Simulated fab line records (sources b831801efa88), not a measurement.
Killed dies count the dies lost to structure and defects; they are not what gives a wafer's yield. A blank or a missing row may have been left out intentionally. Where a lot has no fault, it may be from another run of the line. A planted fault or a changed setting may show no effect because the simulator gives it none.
Split-lot study | flow sfq-line | route with 325 steps; 5 lots, 23 wafers read

== SPLIT DETAILS ==
At SFQ_TRILAYER_M5_LITHO_COAT_123 (resist thk 600 nm), the setting spin-rpm was moved away from the recipe's 3000 rpm on 8 of the 23 wafers read, by -3.8% to +2.3%. This setting was run at the recipe's value on the other wafers.

Reading taken at the split's own step.

== THE READING ==
KrF_of_TRILAYER_M5_LITHO_COAT_123.thk-nm (the simulator's own value, which no gauge read), in nm, at SFQ_TRILAYER_M5_LITHO_COAT_123 (resist thk 600 nm). The file gives no usual value for it. Here, 15 wafers ran the recipe; their average is 600.4 nm with a standard deviation of 1.8 nm.

wafer  | tool, chamber at the split | spin-rpm as run, rpm | against the recipe | KrF_of_TRILAYER_M5_LITHO_COAT_123.thk-nm, nm | against lot-mates on the recipe
L075.1 | litho-track-01, 0          | 3070                 | +2.3%              | 592                                          | -5.1
L075.2 | litho-track-01, 0          | 3070                 | +2.3%              | 590.6                                        | -6.5
L075.3 | litho-track-01, 0          | 3000                 | recipe             | 596.8                                        | -
L075.5 | litho-track-01, 0          | 3000                 | recipe             | 597.4                                        | -
L075.6 | litho-track-01, 0          | 3070                 | +2.3%              | 589.9                                        | -7.2
L077.1 | litho-track-01, 0          | 2886                 | -3.8%              | 611.5                                        | +12.0
L077.2 | litho-track-01, 0          | 3000                 | recipe             | 598.1                                        | -
L077.4 | litho-track-01, 0          | 3000                 | recipe             | 600.9                                        | -
L077.5 | litho-track-01, 0          | 2886                 | -3.8%              | 609.7                                        | +10.2
L077.6 | litho-track-01, 0          | 2886                 | -3.8%              | 612.3                                        | +12.8
L079.2 | litho-track-01, 0          | 3000                 | recipe             | 599.7                                        | -
L079.4 | litho-track-01, 0          | 3000                 | recipe             | 599.8                                        | -
L079.5 | litho-track-01, 0          | 3000                 | recipe             | 601.1                                        | -
L083.1 | litho-track-03, 0          | 2919                 | -2.7%              | 609.6                                        | +8.2
L083.2 | litho-track-03, 0          | 2919                 | -2.7%              | 609.4                                        | +8.0
L083.3 | litho-track-03, 0          | 3000                 | recipe             | 601.1                                        | -
L083.4 | litho-track-03, 0          | 3000                 | recipe             | 602.2                                        | -
L083.6 | litho-track-03, 0          | 3000                 | recipe             | 601                                          | -
L084.1 | litho-track-03, 0          | 3000                 | recipe             | 601.3                                        | -
L084.2 | litho-track-03, 0          | 3000                 | recipe             | 602                                          | -
L084.3 | litho-track-03, 0          | 3000                 | recipe             | 600.1                                        | -
L084.4 | litho-track-03, 0          | 3000                 | recipe             | 603.5                                        | -
L084.5 | litho-track-03, 0          | 3000                 | recipe             | 601.1                                        | -

FIT RESULTS
A straight line over all 23 wafers: KrF_of_TRILAYER_M5_LITHO_COAT_123.thk-nm changes by -3.28 nm for each +1% of spin-rpm; r = -0.96; the points scatter about the line by 1.8 nm.
The same after taking each lot's own level away (the mean of its wafers on the recipe; 23 wafers): -2.95 nm for each +1%; r = -0.98; scatter 0.97 nm.
Per that fit: largest spin-rpm move, reading shift of 11 nm.
From 597.10 to 601.60 nm: that is the span of the lots' own levels, equal to 2.6 times the standard deviation above.
In other words, the slope is changed by the lot-to-lot level; the two fits disagree.
Check: with one of the wafers moved furthest among these (-3.8%) left out of the fit, the line predicts +11.2 nm for it against its lot-mates. It came out at +12 nm against them.

== FURTHER SPLITS ON THESE WAFERS ==
Note: prior to the reading, these wafers also went through further splits. Each is held against what the fit with the lots' levels taken away leaves over:
other split on the same wafers                   | wafers away from the commonest value | r with KrF_of_TRILAYER_M5_LITHO_COAT_123.thk-nm (lot level and that fit taken away)
SFQ_TRILAYER_I4_VIA_LITHO_COAT_103 resist-thk-nm | 8                                    | +0.14
SFQ_TRILAYER_JJ_CE_LITHO_COAT_119 spin-rpm       | 10                                   | -0.36

== THE FILE'S OWN FIT ==
KrF_of_TRILAYER_M5_LITHO_COAT_123.thk-nm changes by -2.98 nm for each +1% of spin-rpm, r = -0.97.
